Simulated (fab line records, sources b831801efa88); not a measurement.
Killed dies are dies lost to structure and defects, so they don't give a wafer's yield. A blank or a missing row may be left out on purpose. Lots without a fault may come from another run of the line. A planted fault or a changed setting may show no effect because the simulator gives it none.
A struck lot beside a sound one | flow sky130 | 20 steps out of a route of 708
Sound: wafers L244.2, L244.3, L244.5. Struck: wafers L255.1, L255.2, L255.6. The cause comes at the end.
At each step with rows: each side's tool, then ch and its chambers, then its first start. Under that, the readings that differ: sound wafers | struck wafers | difference of the means | sigmas: that difference in standard deviations of wafers without a fault.
alike: readings whose means differ by less than 2 such deviations, and words and numbers that are the same on both sides. not compared: withheld readings, readings that some wafer has no value for, bounds like >300 that may hide the same value, and numbers for which the record gives no deviation and whose values overlap.
The two part at a step that has a row with sigmas, a row that says differs or no value, or rows on one side only. Numbers that don't overlap but have no deviation are shown without sigmas and don't part them. A reading that every wafer of one side lacks parts them only if that side has two wafers or more.

first, 6 steps without rows for these wafers: SKY_VT_ADJUST_PCH_HMDS_01 (prime time 60 s); SKY_VT_ADJUST_PCH_COAT_02 (resist thk 3000 nm); SKY_VT_ADJUST_PCH_SOFTBAKE_03; SKY_VT_ADJUST_PCH_EXPOSE_04 (exposes mask NWM, target cd 840 nm); SKY_VT_ADJUST_PCH_PEB_05; SKY_VT_ADJUST_PCH_DEVELOP_06 (develop time 60 s).
SKY_VT_ADJUST_PCH_OVL_MEAS_07:
  sound on overlay-02, day 14 05:31; struck on overlay-01, day 17 07:14
  alike: VT_ADJUST_PCH_OVL
then, 1 step without rows for these wafers: SKY_VT_ADJUST_PCH_IMPLANT_08.
SKY_VT_ADJUST_PCH_STRIP_09: strips in O2/N2.
  sound on plasma_asher-03 ch 0,1, day 14 05:42; struck on plasma_asher-01 ch 0,1, day 17 07:25
  alike: drypump_motor_current_A, oes_product_au, strip_time_to_endpoint_s
  not compared: rf_hours_counter_h
SKY_VT_ADJUST_PCH_TW_MEAS_10:
  sound on film_metro-02, day 14 05:49; struck on film_metro-03, day 17 07:31
  alike: VT_ADJUST_PCH_TW
then, 2 steps without rows for these wafers: SKY_SONOS_TUNNEL_DEHYDRATE_00 (time 60 s); SKY_SONOS_TUNNEL_HMDS_01 (prime time 60 s).
SKY_SONOS_TUNNEL_COAT_02: resist thk 1140 nm.
  sound on litho_track-02 ch 0, day 14 18:59; struck on litho_track-01 ch 0, day 17 21:14
  reading                                           | sound          | struck            | difference | sigmas
  model.NOVOLAK_of_SONOS_TUNNEL_COAT_02.thk_nm (nm) | 1138 1136 1138 | 916.8 914.7 914.2 | -222.1     |
  alike: chill_plate_temp_C
then, 3 steps without rows for these wafers: SKY_SONOS_TUNNEL_SOFTBAKE_03 (time 60 s); SKY_SONOS_TUNNEL_EXPOSE_04 (exposes mask TUNM, target cd 410 nm); SKY_SONOS_TUNNEL_PEB_05.
SKY_SONOS_TUNNEL_DEVELOP_06: develop time 60 s.
  sound on litho_track-02 ch 0, day 15 07:29; struck on litho_track-01 ch 0, day 18 11:59
  reading                                           | sound          | struck            | difference | sigmas
  model.NOVOLAK_of_SONOS_TUNNEL_COAT_02.thk_nm (nm) | 1138 1136 1138 | 916.4 914.3 913.8 | -222.5     |
  alike: chill_plate_temp_C, developer_temp_C
SKY_SONOS_TUNNEL_CD_MEAS_07: target cd 410 nm.
  sound on cd_sem-02, day 15 07:38; struck on cd_sem-01, day 18 12:08
  reading    | sound             | struck            | difference | sigmas
  cd_nm (nm) | 409.8 411.1 407.9 | 434.2 435.7 432.2 | +24.4      | +14
SKY_SONOS_TUNNEL_OVL_MEAS_08:
  sound on overlay-02, day 15 07:44; struck on overlay-01, day 18 12:16
  alike: SONOS_TUNNEL_OVL
SKY_PAD_OPEN_PROBE_99:
  the record has rows for the sound wafers here (prober-02, day 49 07:23) and none for the struck ones

WHERE THEY PART
First at SKY_SONOS_TUNNEL_CD_MEAS_07; last, within this record, at SKY_PAD_OPEN_PROBE_99.

WHY: what the simulator had put in
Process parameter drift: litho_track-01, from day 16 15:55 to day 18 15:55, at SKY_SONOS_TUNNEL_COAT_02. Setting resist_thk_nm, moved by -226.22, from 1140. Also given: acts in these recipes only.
